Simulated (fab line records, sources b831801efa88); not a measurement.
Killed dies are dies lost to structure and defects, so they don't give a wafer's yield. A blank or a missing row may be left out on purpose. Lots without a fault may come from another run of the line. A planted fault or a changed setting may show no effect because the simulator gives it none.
fab line records | flow sky130
record lots=6 wafers=18 last_day=50
route steps=708 shown VIA3@575 PAD_OPEN@708
lots that met no fault: from a run of the same line without faults
start_h: hours from the record's first day to the start of the lot's first wafer shown | wait_h: hours since the lot's step before | " the same as in the row above | L1.1+2: a row that stands for several wafers | - no value, or no start given | * or withheld: withheld | < > ~ a bound
route shown NAME@n: a module of which the file shows steps, and the number in the route of the first | usual: mean/standard deviation of fault-free wafers | same: alike in all rows | chamber/n: place in a boat | sites: the reading at each site | _std_site: their standard deviation | _edge_site: outer sites' mean less inner sites' | radius_mm: how far each site lies from the wafer's centre | mask NAME#n: copy n | behind: the tool/chamber that last shaped the wafer | hold: why the lot was held/for how many hours/how that ended | device: the transistor (n, p or np) that didn't switch | end of line: the same wafers' tests at the end of the route | a step without rows: its recipe alone | killed: dies lost to structure and defects at the first sort, not the wafer's yield | map: a wafer's dies, x killed, . not, _ none there
set.NAME: the setting as run; set.NAME@STEP: as run at that earlier step | model.NAME: the simulator's own value behind a step, which no gauge read
lots at some steps of the route; a table a step, a row a wafer
services: from which hour (start_h, from the record's first day; less than 0 if before it) a tool's chamber was out of use, for how many hours, and why
## steps
# step SKY_VIA3_CMP_02
# recipe material=SiO2 down_force_psi=4 platen_rpm=60 pad_velocity_m_s=0.94248
# usual head_pressure_psi=4.000/0.0089 motor_current_A=12.1/1
# columns lot.wafer tool chamber start_h wait_h head_pressure_psi motor_current_A
L792.3 cmp-01 3 1019.47 0.1 4.011 10.6
L792.2 " 0 " " 4.002 11.3
L792.5 " 3 " " 3.991 9.9
L793.1 cmp-01 0 1019.75 0.1 4.013 11.2
L793.2 " 1 " " 3.991 12.8
L793.3 " 3 " " 4.011 11.0
L794.2 cmp-02 0 1023.29 0.0 3.997 13.7
L794.4 " 1 " " 4.006 12.3
L794.3 " 2 " " 4.002 12.6
L797.4 cmp-01 0 1041.77 0.2 3.992 11.3
L797.6 " 1 " " 4.003 12.6
L797.5 " 2 " " 3.984 12.6
L798.3 cmp-01 2 1044.69 0.2 3.998 12.0
L798.5 " 3 " " 4.008 10.3
L798.6 " 0 " " 3.987 11.2
L799.1 cmp-02 0 1051.29 0.1 3.998 13.8
L799.2 " 1 " " 4.015 12.2
L799.6 " 0 " " 3.989 13.3
# step SKY_VIA3_BOW_MEAS_03
# recipe mode=bow
# usual VIA3_BOW=79/7.1
# columns lot.wafer tool chamber start_h wait_h VIA3_BOW[um]
L792.2 film_metro-04 - 1019.74 0.2 87
L792.3 " - " " 75
L792.5 " - " " 71
L793.1 film_metro-01 - 1020.05 0.2 83
L793.2 " - " " 88
L793.3 " - " " 83
L794.2 film_metro-02 - 1023.61 0.3 69
L794.3 " - " " 78
L794.4 " - " " 81
L797.4 film_metro-01 - 1041.98 0.2 84
L797.5 " - " " 78
L797.6 " - " " 84
L798.3 film_metro-02 - 1044.88 0.1 82
L798.5 " - " " 83
L798.6 " - " " 84
L799.1 film_metro-01 - 1051.59 0.2 68
L799.2 " - " " 70
L799.6 " - " " 80
# step SKY_VIA3_DEHYDRATE_04
# recipe temp_c=200 time_s=60
# step SKY_VIA3_HMDS_05
# recipe prime_time_s=60 prime_temp_c=120
# step SKY_VIA3_COAT_06
# recipe resist=BARC temp_c=withheld time_s=withheld spin_rpm=3000 resist_thk_nm=60
# step SKY_VIA3_COAT_07
# recipe resist=KrF-thick spin_rpm=3000 resist_thk_nm=450
# step SKY_VIA3_SOFTBAKE_08
# recipe temp_c=100 time_s=90 resist=KrF-thick
# step SKY_VIA3_EXPOSE_09
# recipe mask_id=VIM3 na=0.8 source_shape=annular sigma_inner=0.55 sigma_outer=0.85 target_cd_nm=200 dose_mj=38
# step SKY_VIA3_PEB_10
# recipe peb_temp_c=withheld peb_time_s=withheld resist=KrF-thick
# step SKY_VIA3_DEVELOP_11
# recipe develop_time_s=60 resist=KrF-thick dev_temp_c=21
# step SKY_VIA3_CD_MEAS_12
# recipe target_cd_nm=200
# usual cd_nm=199.9/1.3
# columns lot.wafer tool chamber start_h wait_h cd_nm
L792.2 cd_sem-02 - 1041.37 - 199.7
L792.3 " - " " 201.0
L792.5 " - " " 200.3
L793.1 cd_sem-01 - 1042.19 - 200.3
L793.2 " - " " 201.3
L793.3 " - " " 200.3
L794.2 cd_sem-01 - 1045.46 - 201.1
L794.3 " - " " 200.9
L794.4 " - " " 201.6
L797.4 cd_sem-01 - 1062.10 - 200.4
L797.5 " - " " 202.1
L797.6 " - " " 200.4
L798.3 cd_sem-01 - 1065.26 - 198.5
L798.5 " - " " 198.8
L798.6 " - " " 200.1
L799.1 cd_sem-01 - 1071.64 - 197.5
L799.2 " - " " 199.1
L799.6 " - " " 198.5
# step SKY_VIA3_OVL_MEAS_13
# usual VIA3_OVL=3/5.4
# columns lot.wafer tool chamber start_h wait_h VIA3_OVL[nm]
L792.2 overlay-01 - 1041.47 0.1 3
L792.3 " - " " -2
L792.5 " - " " 2
L793.1 overlay-02 - 1042.31 0.1 2
L793.2 " - " " 2
L793.3 " - " " -3
L794.2 overlay-01 - 1045.57 0.1 -4
L794.3 " - " " -3
L794.4 " - " " 2
L797.4 overlay-02 - 1062.18 0.1 6
L797.5 " - " " 8
L797.6 " - " " 13
L798.3 overlay-01 - 1065.35 0.1 -1
L798.5 " - " " 0
L798.6 " - " " 1
L799.1 overlay-01 - 1071.76 0.1 1
L799.2 " - " " 3
L799.6 " - " " 2
# step SKY_VIA3_ETCH_14
# recipe chemistry=N2/H2 target=BARC ion_energy_ev=200 source_w=500 bias_w=100 pressure_mtorr=30 n2_flow_sccm=100 h2_flow_sccm=200 stop_on=SiO2 time_s=45.9 target_depth_a=600
# usual drypump_motor_current_A=5.5/0.44 oes_product_au=0.854/0.0046 throttle_valve_pct=13.225/0.0091
# columns lot.wafer tool chamber start_h wait_h drypump_motor_current_A oes_product_au rf_hours_counter_h throttle_valve_pct model.KrF-thick_of_VIA3_COAT_07.thk_nm
L792.2 rie_diel-02 0 1041.50 0.0 5.2 0.854 20 13.220 394.1
L792.3 " 1 " " 5.8 0.857 11 13.216 394.3
L792.5 " 3 " " 5.1 0.850 - 13.237 394.7
L793.1 rie_diel-03 2 1042.35 0.0 5.7 0.850 19 13.234 392.7
L793.2 " 0 " " 5.1 0.854 18 13.231 392.8
L793.3 " 1 " " 5.0 0.852 28 13.228 395.1
L794.2 rie_diel-03 2 1045.60 0.0 5.8 0.858 19 13.207 390.8
L794.3 " 3 " " 5.3 0.853 16 13.218 390.8
L794.4 " 0 " " 5.1 0.850 18 13.236 390.4
L797.4 rie_diel-03 0 1062.20 0.0 5.1 0.850 18 13.219 389.5
L797.5 " 3 " " 5.3 0.851 - 13.235 389.7
L797.6 " 2 " " 5.7 0.854 - 13.217 389.3
L798.3 rie_diel-04 1 1065.37 0.0 5.6 0.854 14 13.231 392.6
L798.5 " 3 " " 5.9 0.846 - 13.227 393
L798.6 " 0 " " 6.2 0.856 - 13.238 391.9
L799.1 rie_diel-04 1 1071.80 0.0 5.6 0.844 14 13.224 393.9
L799.2 " 2 " " 6.4 0.855 28 13.218 391.6
L799.6 " 1 " " 5.6 0.854 - 13.241 393.4
# step SKY_VIA3_ETCH_15
# recipe target=SiO2 chemistry=C4F8/O2/Ar target_depth_nm=507 stop_on=TiN mask_material=KrF-thick source_w=1500 bias_w=1200 pressure_mtorr=40 c4f8_flow_sccm=withheld O2_flow_sccm=6 Ar_flow_sccm=300 time_s=78
# usual oes_product_au=0.945/0.0051
# columns lot.wafer tool chamber start_h wait_h oes_product_au rf_hours_counter_h
L792.2 rie_diel-02 0 1041.54 0.0 0.953 20
L792.3 " 1 " " 0.945 11
L792.5 " 3 " " 0.938 -
L793.1 rie_diel-03 2 1042.39 0.0 0.939 19
L793.2 " 0 " " 0.942 18
L793.3 " 1 " " 0.951 28
L794.2 rie_diel-03 2 1045.64 0.0 0.945 19
L794.3 " 3 " " 0.947 16
L794.4 " 0 " " 0.947 18
L797.4 rie_diel-03 0 1062.24 0.0 0.942 18
L797.5 " 3 " " 0.940 -
L797.6 " 2 " " 0.953 -
L798.3 rie_diel-04 1 1065.42 0.0 0.938 14
L798.5 " 3 " " 0.949 -
L798.6 " 0 " " 0.947 -
L799.1 rie_diel-04 1 1071.84 0.0 0.934 14
L799.2 " 2 " " 0.940 28
L799.6 " 1 " " 0.937 -
# step SKY_PAD_OPEN_PROBE_99
# usual defect_limited_yield=82.7/1.9 killed_at_M0_to_M3=43/6.8 killed_at_M4_up=2.9/1.7 killed_at_contacts=24/5.4 killed_at_front_end=15/4.8 killed_at_other=0.3/0.57 killed_dies=85/9.4 killed_open=47/7.5 killed_short=38/5.7 sort_bin_3_pad_short=0.8/0.37 sort_bin_5_function=10.2/1.5 sort_bin_6_memory=6.2/1.1 sort_n_pass=407/9.4 sort_yield_pct=82.7/1.9
# same gross_dies=492 killed_at_back_side=0 sort_bin_4_leakage[%]=0 sort_bin_8_speed[%]=0
# columns lot.wafer tool chamber start_h wait_h defect_limited_yield[%] killed_at_M0_to_M3 killed_at_M4_up killed_at_contacts killed_at_front_end killed_at_other killed_dies killed_open killed_short sort_bin_3_pad_short[%] sort_bin_5_function[%] sort_bin_6_memory[%] sort_n_pass sort_yield_pct[%]
L793.1 prober-01 - 1169.18 0.1 82.3 52 4 24 7 0 87 48 39 1.2 10.2 6.3 405 82.3
L793.2 prober-01 - 1169.23 0.1 85.8 44 3 18 5 0 70 35 35 1.0 8.3 4.9 422 85.8
L793.3 prober-01 - 1169.28 0.2 81.5 40 3 31 17 0 91 60 31 0.6 12.8 5.1 401 81.5
L792.2 prober-02 - 1169.32 0.1 84.6 40 2 20 14 0 76 46 30 1.0 9.6 4.9 416 84.6
L792.3 prober-02 - 1169.37 0.2 82.3 44 2 25 16 0 87 43 44 0.6 10.6 6.5 405 82.3
L792.5 prober-02 - 1169.47 0.2 84.3 31 2 26 18 0 77 37 40 1.2 9.8 4.7 415 84.3
L794.4 prober-01 - 1171.51 0.2 82.3 46 2 23 16 0 87 46 41 0.4 10.6 6.7 405 82.3
L797.4 prober-02 - 1182.91 0.2 85.2 35 0 24 13 1 73 46 27 1.0 7.9 5.9 419 85.2
L797.5 prober-02 - 1182.96 0.2 84.8 39 5 19 12 0 75 33 42 0.6 9.1 5.5 417 84.8
L797.6 prober-02 - 1183.01 0.2 80.9 43 5 27 19 0 94 53 41 0.8 11.4 6.9 398 80.9
L799.1 prober-02 - 1188.28 0.1 83.7 41 3 30 6 0 80 47 33 0.6 10.2 5.5 412 83.7
L799.2 prober-02 - 1188.33 0.1 84.3 44 0 19 13 1 77 42 35 0.4 8.3 6.9 415 84.3
L799.6 prober-02 - 1188.53 0.2 83.9 38 7 21 13 0 79 47 32 1.2 8.7 6.1 413 83.9
# killed by level:class
L793.1 VIA1:geometric_particle:open=11 CONTACT:geometric_particle:open=11 VIA3:geometric_particle:open=9 VIA2:geometric_particle:open=7 METAL1:geometric_particle:short=5 METAL2:geometric_particle:short=5 VIA1:geometric_particle:short=4 LI_CONTACT:geometric_particle:open=4
L793.2 VIA1:geometric_particle:open=12 CONTACT:geometric_particle:open=8 VIA2:geometric_particle:open=8 VIA1:geometric_particle:short=7 CONTACT:geometric_particle:short=5 VIA3:geometric_particle:short=5 FIELD_ISO:geometric_particle:short=4 VIA3:geometric_particle:open=3
L793.3 CONTACT:geometric_particle:open=14 VIA2:geometric_particle:open=13 LI_CONTACT:geometric_particle:open=9 POLY_GATE:geometric_particle:open=7 LI_CONTACT:geometric_particle:short=5 VIA3:geometric_particle:open=5 POLY_GATE:geometric_particle:short=4 METAL2:geometric_particle:short=4
L792.2 VIA1:geometric_particle:open=10 CONTACT:geometric_particle:open=9 LI_CONTACT:geometric_particle:open=7 VIA3:geometric_particle:open=6 FIELD_ISO:geometric_particle:open=5 METAL2:geometric_particle:short=5 FIELD_ISO:geometric_particle:short=4 METAL1:geometric_particle:short=4
L792.3 CONTACT:geometric_particle:open=9 VIA1:geometric_particle:open=8 LI_CONTACT:geometric_particle:open=7 VIA3:geometric_particle:open=6 POLY_GATE:geometric_particle:open=5 CONTACT:geometric_particle:short=5 METAL1:geometric_particle:short=5 METAL2:geometric_particle:short=5
L792.5 CONTACT:geometric_particle:open=13 CONTACT:geometric_particle:short=7 VIA1:geometric_particle:open=7 POLY_GATE:geometric_particle:short=5 LI_CONTACT:geometric_particle:open=5 METAL1:geometric_particle:short=5 VIA1:geometric_particle:short=5 VIA3:geometric_particle:short=4
L794.4 CONTACT:geometric_particle:open=13 VIA1:geometric_particle:open=10 VIA1:geometric_particle:short=9 VIA3:geometric_particle:open=6 VIA2:geometric_particle:open=4 VIA2:geometric_particle:short=4 METAL2:geometric_particle:short=4 FIELD_ISO:geometric_particle:short=3
L797.4 LI_CONTACT:geometric_particle:open=10 METAL1:geometric_particle:short=7 VIA1:geometric_particle:open=7 CONTACT:geometric_particle:open=6 POLY_GATE:geometric_particle:open=4 CONTACT:geometric_particle:short=4 VIA2:geometric_particle:open=4 VIA3:geometric_particle:open=4
L797.5 VIA1:geometric_particle:open=10 METAL1:geometric_particle:short=7 CONTACT:geometric_particle:open=7 FIELD_ISO:geometric_particle:short=5 VIA2:geometric_particle:open=5 METAL4:geometric_particle:short=5 CONTACT:geometric_particle:short=4 METAL2:geometric_particle:short=4
L797.6 CONTACT:geometric_particle:open=12 VIA1:geometric_particle:open=10 FIELD_ISO:geometric_particle:short=9 LI_CONTACT:geometric_particle:open=7 VIA3:geometric_particle:open=7 VIA2:geometric_particle:open=6 METAL1:geometric_particle:short=6 FIELD_ISO:geometric_particle:open=4
L799.1 CONTACT:geometric_particle:open=11 LI_CONTACT:geometric_particle:open=10 VIA1:geometric_particle:open=9 VIA3:geometric_particle:short=6 VIA2:geometric_particle:open=6 LOCAL_INTERCONNECT:geometric_particle:short=4 METAL2:geometric_particle:short=4 VIA3:geometric_particle:open=4
L799.2 VIA1:geometric_particle:open=9 LI_CONTACT:geometric_particle:open=7 CONTACT:geometric_particle:open=6 METAL1:geometric_particle:short=6 VIA3:geometric_particle:open=6 METAL2:geometric_particle:short=6 FIELD_ISO:geometric_particle:open=5 VIA2:geometric_particle:short=5
L799.6 CONTACT:geometric_particle:open=10 VIA1:geometric_particle:open=8 VIA2:geometric_particle:open=7 VIA3:geometric_particle:open=6 METAL4:geometric_particle:short=6 LI_CONTACT:geometric_particle:open=5 METAL1:geometric_particle:short=4 VIA1:geometric_particle:short=4
## services
# columns tool chamber start_h hours kind
rie_diel-02 - 1008.20 0.5 repair
cmp-01 - 1008.61 5.6 repair
cmp-02 - 1017.09 1.4 repair
cmp-02 - 1018.49 4.2 pm
rie_diel-04 0 1023.74 5.2 repair
rie_diel-04 1 1023.78 3.1 repair
rie_diel-04 3 1025.78 16.8 repair
rie_diel-04 - 1027.62 0.3 repair
cmp-02 - 1033.05 0.5 repair
rie_diel-03 2 1057.57 4.4 repair
cmp-02 - 1058.02 4.2 repair
cmp-01 - 1063.87 0.4 repair
## key
first_sign none at tools or gauges
model_effect step=SKY_VIA3_ETCH_14 value=KrF-thick_of_VIA3_COAT_07.thk_nm without=392.3 struck=390.1
met_at SKY_VIA3_ETCH_14
struck_wafers L794.2,L794.3,L794.4,L797.4,L797.5,L797.6
onset_between 1042.35 1045.60
fault kind=process_parameter_drift tool=rie_diel-03 chamber=- onset_h=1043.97 steps=SKY_VIA3_ETCH_14 channel=ion_energy_ev offset=32 shape=step end_h=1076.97 acts_in=these_recipes_only stated=200
